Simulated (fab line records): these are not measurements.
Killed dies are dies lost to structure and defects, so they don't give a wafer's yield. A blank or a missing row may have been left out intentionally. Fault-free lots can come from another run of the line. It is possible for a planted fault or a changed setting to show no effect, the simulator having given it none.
2 desks, one fault / flow sky130 / what lay behind the numbers comes last; until then each desk has only its own

== FOR THE TOOL OWNER'S DESK: implanter-01 ==
For each lot that ran on this tool, the mean over its sampled wafers that have a number, from the tool's own readings at SKY_PWDE_IMPLANT_08. If a lot's mean is further than 4 standard deviations from the usual mean, the lot is out of limits and carries the mark OUT (the distance appears in the brackets).
Columns: A = beam_energy_keV at SKY_PWDE_IMPLANT_08, usual 150.01
lot=L537; first seen here=day 5 02:40; A=149.97
lot=L541; first seen here=day 5 21:10; A=150.04
lot=L549; first seen here=day 8 00:21; A=157.08 (+99 or more) OUT
lot=L550; first seen here=day 8 05:52; A=157.07 (+99 or more) OUT
This desk's finding: out of limits on L549, L550; first on L549, day 8 00:21 (beam_energy_keV at SKY_PWDE_IMPLANT_08). Within limits: L537, L541.

== FROM THE METROLOGY DESK ==
What the gauges read, lot by lot, whatever tool the lot ran on: means of the sampled wafers that have a number. If a lot's mean is further than 4 standard deviations from the usual mean, the lot is out of limits and carries the mark OUT (the distance appears in the brackets).
Columns: A = DNWELL_TW at SKY_DNWELL_TW_MEAS_09, usual 1106; B = PWDE_OVL at SKY_PWDE_OVL_MEAS_07, usual -1.1 nm
lot=L534; first seen here=day 3 17:35; A=1103; B=-0.1
lot=L537; first seen here=day 4 09:14; A=1111; B=-0.6
lot=L541; first seen here=day 5 03:10; A=1111; B=-1.8
lot=L549; first seen here=day 7 04:50; A=1098; B=0.4
lot=L550; first seen here=day 7 09:52; A=1105; B=-1.2
lot=L554; first seen here=day 8 07:44; A=1108; B=-2.7
Finding of this desk: none of the 6 lots has anything out of limits.

== TAKEN TOGETHER ==
On L549, L550, at day 8 00:21, an alarm was possible from the tool owner's desk.
The metrology desk saw nothing out of limits.
The metrology desk has L549, L550 on record, within its limits.
Of the lots named, all ran SKY_PWDE_IMPLANT_08 on implanter-01.

== WHAT THE SIMULATOR PUT IN ==
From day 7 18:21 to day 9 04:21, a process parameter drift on implanter-01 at SKY_PWDE_IMPLANT_08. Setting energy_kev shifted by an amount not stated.
Struck lots among those shown: L549, L550.
Time in hours from fault onset to the first out-of-limits reading at each desk: the tool owner's desk, 6.
